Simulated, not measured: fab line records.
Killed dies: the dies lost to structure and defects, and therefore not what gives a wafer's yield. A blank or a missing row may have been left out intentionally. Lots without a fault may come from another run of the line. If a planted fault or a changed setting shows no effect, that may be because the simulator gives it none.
Which tool was responsible? / flow sky130 / 18 wafers from 6 lots sampled at 4 of the route's 708 steps

WHAT EACH GAUGE READ, for each wafer
SKY_CONTACT_THK_MEAS_03.
lot=L118; measured=day 30 11:38; on=film-metro-04; CONTACT_HDPCVD_THK (nm)=563 559 559
lot=L121; measured=day 32 16:23; on=film-metro-04; CONTACT_HDPCVD_THK (nm)=572 571 574
lot=L126; measured=day 33 08:58; on=film-metro-01; CONTACT_HDPCVD_THK (nm)=565 561 569
lot=L127; measured=day 33 12:55; on=film-metro-01; CONTACT_HDPCVD_THK (nm)=577 577 571
lot=L132; measured=day 35 07:05; on=film-metro-01; CONTACT_HDPCVD_THK (nm)=569 932 565
lot=L135; measured=day 36 09:52; on=film-metro-01; CONTACT_HDPCVD_THK (nm)=567 570 568

WHICH TOOL RAN EACH LOT (tool, then ch and the chambers of the sampled wafers, then the start)
lot=L118; SKY_LI_CONTACT_SPUTTER_20=pvd-sputter-02, day 29 05:56; SKY_LI_CONTACT_CVD_21=cvd-w-02 ch 0,1, day 29 06:00; SKY_CONTACT_HDPCVD_02=hdpcvd-01 ch 0,2, day 30 11:34
lot=L121; SKY_LI_CONTACT_SPUTTER_20=pvd-sputter-02, day 31 10:38; SKY_LI_CONTACT_CVD_21=cvd-w-01 ch 0,1, day 31 10:42; SKY_CONTACT_HDPCVD_02=hdpcvd-02 ch 1,2, day 32 16:19
lot=L126; SKY_LI_CONTACT_SPUTTER_20=pvd-sputter-02, day 32 03:06; SKY_LI_CONTACT_CVD_21=cvd-w-01 ch 0,1, day 32 03:10; SKY_CONTACT_HDPCVD_02=hdpcvd-02 ch 0,1,2, day 33 08:53
lot=L127; SKY_LI_CONTACT_SPUTTER_20=pvd-sputter-01, day 32 08:51; SKY_LI_CONTACT_CVD_21=cvd-w-01 ch 0,1, day 32 08:55; SKY_CONTACT_HDPCVD_02=hdpcvd-02 ch 0,1, day 33 12:50
lot=L132; SKY_LI_CONTACT_SPUTTER_20=pvd-sputter-01, day 34 02:36; SKY_LI_CONTACT_CVD_21=cvd-w-01 ch 0,1, day 34 02:42; SKY_CONTACT_HDPCVD_02=hdpcvd-02 ch 0,1, day 35 07:00
lot=L135; SKY_LI_CONTACT_SPUTTER_20=pvd-sputter-02, day 35 05:50; SKY_LI_CONTACT_CVD_21=cvd-w-01 ch 0,1, day 35 05:55; SKY_CONTACT_HDPCVD_02=hdpcvd-01 ch 0,1,2, day 36 09:47
- SKY_LI_CONTACT_SPUTTER_20: material TiN, target thk 20 nm, time 80 s.
- SKY_LI_CONTACT_CVD_21: deposits W, target thk 400 nm, time 120.56 s.
- SKY_CONTACT_HDPCVD_02: deposits SiO2, target thk 565 nm, time 94.2 s.

THE ANSWER, worked out from the rows above alone
Rule: what is usual is taken from the lots themselves. Put in order of their means at a reading, lots are off if they are a third of the lots or fewer, leave a main group of 4 or more, and stand apart from it by a gap of 3 or more times the standard deviation of the main group's means; of several such gaps the widest counts. If all means in a main group match to the digits the tables above print for the reading, that group is not used. Also off: a lot with no number at a reading for which 4 or more lots have one. The other lots that the step has rows for count as sound.
Off: L132, seen at SKY_CONTACT_THK_MEAS_03 (CONTACT_HDPCVD_THK). The main group has a mean of 568 nm with a standard deviation of 5.2.
If a tool, at a process step before that reading, ran all the lots that are off and no sound lot after the first of them, it fits. The gauges at SKY_CONTACT_THK_MEAS_03 are tried like those tools. 2 tools fit, pvd-sputter-01 at SKY_LI_CONTACT_SPUTTER_20 and hdpcvd-02 at SKY_CONTACT_HDPCVD_02, so this cannot tell which one it is.

WHAT THE SIMULATOR PUT IN
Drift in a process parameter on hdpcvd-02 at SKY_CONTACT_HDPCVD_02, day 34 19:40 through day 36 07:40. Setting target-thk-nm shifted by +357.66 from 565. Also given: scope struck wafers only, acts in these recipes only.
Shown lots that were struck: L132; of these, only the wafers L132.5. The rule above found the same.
